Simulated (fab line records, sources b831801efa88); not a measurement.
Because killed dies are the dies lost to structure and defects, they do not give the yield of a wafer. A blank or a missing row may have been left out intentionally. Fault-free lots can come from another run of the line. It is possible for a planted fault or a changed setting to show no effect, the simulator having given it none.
A struck lot beside a sound one / flow sky130 / 43 out of 708 route steps
Sound: these wafers, L402.3, L402.4, L402.5. Wafers struck: L413.2, L413.3, L413.4. The cause comes at the end.
Per side, at each step with rows, come the tool, then ch with its chambers, and then its first start. Under that, the readings that differ: sound wafers / struck wafers / difference of the means / sigmas: that difference in standard deviations of wafers without a fault.
alike: a reading whose means differ by less than 2 such deviations, as well as words and numbers matching on both sides. not compared: withheld readings; readings where some wafer has no value; bounds like >300 that might hide an equal value; numbers whose values overlap and for which the record gives no deviation.
The two part at a step that has a row with sigmas, a row that says differs or no value, or rows on one side only. When numbers do not overlap yet have no deviation, they are printed without sigmas and do not part them. A reading that every wafer of one side lacks parts them only if that side has two wafers or more.

first, 1 step without rows for these wafers: SKY_VIA4_HDPCVD_00 (deposits SiO2, target thk 1750 nm, time 291.7 s).
SKY_VIA4_THK_MEAS_01:
  sound: film metro-04 at day 42 13:24; struck: film metro-03 at day 45 22:21
reading=VIA4_HDPCVD_THK (nm); sound=1721 1735 1714; struck=1774 1765 1767; difference=+45; sigmas=+3
then, 1 step without rows for these wafers: SKY_VIA4_CMP_02 (polishes SiO2).
SKY_VIA4_BOW_MEAS_03:
  sound: film metro-04 at day 42 13:47; struck: film metro-04 at day 45 22:43
  alike: VIA4_BOW
then, 7 steps without rows for these wafers: SKY_VIA4_DEHYDRATE_04 (time 60 s); SKY_VIA4_HMDS_05 (prime time 60 s); SKY_VIA4_COAT_06 (resist thk 1140 nm); SKY_VIA4_SOFTBAKE_07 (time 60 s); SKY_VIA4_EXPOSE_08 (exposes mask VIM4, target cd 800 nm); SKY_VIA4_PEB_09; SKY_VIA4_DEVELOP_10 (develop time 60 s).
SKY_VIA4_OVL_MEAS_11:
  sound: overlay-01 at day 43 12:35; struck: overlay-01 at day 46 18:52
  alike: VIA4_OVL
SKY_VIA4_ETCH_12: etches SiO2 in C4F8/O2/Ar, stops on TiN, target depth 580 nm.
  sound on rie diel-04 ch 0,2,3, day 43 12:36; struck on rie diel-02 ch 0,1,3, day 46 18:54
  alike: oes product au
SKY_VIA4_STRIP_13: strips in O2/N2.
  sound on plasma asher-01 ch 0,1, day 43 12:43; struck on plasma asher-01 ch 0,1, day 46 18:58
  alike: drypump motor current A, oes product au, strip time to endpoint s
  not compared: rf hours counter h
then, 4 steps without rows for these wafers: SKY_VIA4_STRIP_14 (strips in post etch residue remover, time 1200 s); SKY_VIA4_CLEAN_15 (cleans in IPA, time 180 s); SKY_VIA4_CLEAN_16 (cleans in O3/DIW); SKY_VIA4_SPUTTER_17 (material TiN, target thk 20 nm, time 80 s).
SKY_VIA4_CVD_18: deposits W, target thk 505 nm, time 152.14 s.
  sound on cvd w-01 ch 0,1, day 43 13:43; struck on cvd w-02 ch 0,1, day 46 19:44
  alike: heater power w
SKY_VIA4_RS_MEAS_19: measurement is done with a four-point probe.
  sound: film metro-04 at day 43 13:52; struck: film metro-02 at day 46 19:55
  alike: VIA4_W_RS
SKY_VIA4_THK_MEAS_20: measures by xrf.
  sound: film metro-04 at day 43 13:58; struck: film metro-02 at day 46 20:01
  alike: VIA4_W_THK
then, 1 step without rows for these wafers: SKY_VIA4_CMP_21 (polishes, stops on SiO2, t overpolish 25 s, target thk 0 nm).
SKY_METAL5_SPUTTER_00: material Ti, target thk 15 nm, time 10 s.
  sound: pvd sputter-02 at day 43 14:18; struck: pvd sputter-01 at day 46 20:22
reading=throttle valve pct (%); sound=30.4 30.9 30.7; struck=28.6 29.7 29.5; difference=-1.4; sigmas=-2
then, 3 steps without rows for these wafers: SKY_METAL5_SPUTTER_01 (material TiN, target thk 20 nm, time 16.7 s); SKY_METAL5_SPUTTER_02 (material AlCu, target thk 1150 nm, time 61.2 s); SKY_METAL5_SPUTTER_03 (material Ti, target thk 5 nm, time 3.3 s).
SKY_METAL5_SPUTTER_04: material TiN, target thk 70 nm, time 58.3 s.
  sound: pvd sputter-02 at day 43 14:25; struck: pvd sputter-01 at day 46 20:29
  alike: throttle valve pct
SKY_METAL5_RS_MEAS_05: measurement is done with a four-point probe.
  sound: film metro-04 at day 43 14:31; struck: film metro-02 at day 46 20:34
  alike: METAL5_ALCU_RS
SKY_METAL5_THK_MEAS_06: measures by xrf.
  sound: film metro-04 at day 43 14:37; struck: film metro-02 at day 46 20:40
  alike: METAL5_ALCU_THK
then, 9 steps without rows for these wafers: SKY_METAL5_DEHYDRATE_07 (time 60 s); SKY_METAL5_HMDS_08 (prime time 60 s); SKY_METAL5_COAT_09 (resist thk 1800 nm); SKY_METAL5_SOFTBAKE_10 (time 60 s); SKY_METAL5_EXPOSE_11 (exposes mask MM5, target cd 1600 nm); SKY_METAL5_PEB_12; SKY_METAL5_DEVELOP_13 (develop time 60 s); SKY_METAL5_DESCUM_14 (chemistry O2, time 11 s); SKY_METAL5_METAL_ETCH_15 (etches the open film in Cl2/BCl3, stops on SiO2, target depth 1260 nm, time 252 s).
SKY_METAL5_STRIP_16: strips in O2/N2.
  sound on plasma asher-03 ch 0,1, day 44 12:34; struck on plasma asher-02 ch 0,1, day 47 16:41
  alike: drypump motor current A, oes product au, strip time to endpoint s
  not compared: rf hours counter h
then, 3 steps without rows for these wafers: SKY_METAL5_STRIP_17 (strips in post etch residue remover, time 1200 s); SKY_METAL5_CLEAN_18 (cleans in IPA, time 180 s); SKY_METAL5_CLEAN_19 (cleans in O3/DIW).
SKY_PAD_OPEN_PROBE_99:
  sound: prober-01 at day 46 10:25; struck: prober-02 at day 49 10:50
reading=defect limited yield (%); sound=82.3 82.3 85.4; struck=73.2 76.8 71.1; difference=-9.6; sigmas=-5
reading=killed_at_M4_up; sound=2 0 5; struck=57 41 69; difference=+53; sigmas=+30
reading=killed dies; sound=87 87 72; struck=132 114 142; difference=+47; sigmas=+5
reading=sort_bin_3_pad_short (%); sound=0.6 0.6 0.4; struck=3.9 3.9 5.5; difference=+3.9; sigmas=+9
reading=sort_bin_5_function (%); sound=11.2 11.2 7.1; struck=16.5 14.6 16.9; difference=+6.2; sigmas=+4
reading=sort n pass; sound=405 405 420; struck=360 378 350; difference=-47; sigmas=-5
reading=sort yield pct (%); sound=82.3 82.3 85.4; struck=73.2 76.8 71.1; difference=-9.6; sigmas=-5
reading=model.etest.tester.sort n pass; sound=405 405 420; struck=360 378 350; difference=-47; sigmas=
reading=model.etest.tester.sort yield pct (%); sound=82.32 82.32 85.37; struck=73.17 76.83 71.14; difference=-9.62; sigmas=
reading=model.etest.tester.sort_bin_5_pct (%); sound=11.18 11.18 7.114; struck=16.46 14.63 16.87; difference=+6.16; sigmas=
reading=model.etest.tester.sort_bin_3_pct (%); sound=0.6098 0.6098 0.4065; struck=3.862 3.862 5.488; difference=+3.862; sigmas=
  alike: killed_at_M0_to_M3, killed at contacts, killed at front end, killed at other, killed open, killed short, sort_bin_6_memory

== WHERE THEY PART ==
Earliest at SKY_VIA4_THK_MEAS_01; latest, in this record, at SKY_PAD_OPEN_PROBE_99.

WHY: what the simulator had put in
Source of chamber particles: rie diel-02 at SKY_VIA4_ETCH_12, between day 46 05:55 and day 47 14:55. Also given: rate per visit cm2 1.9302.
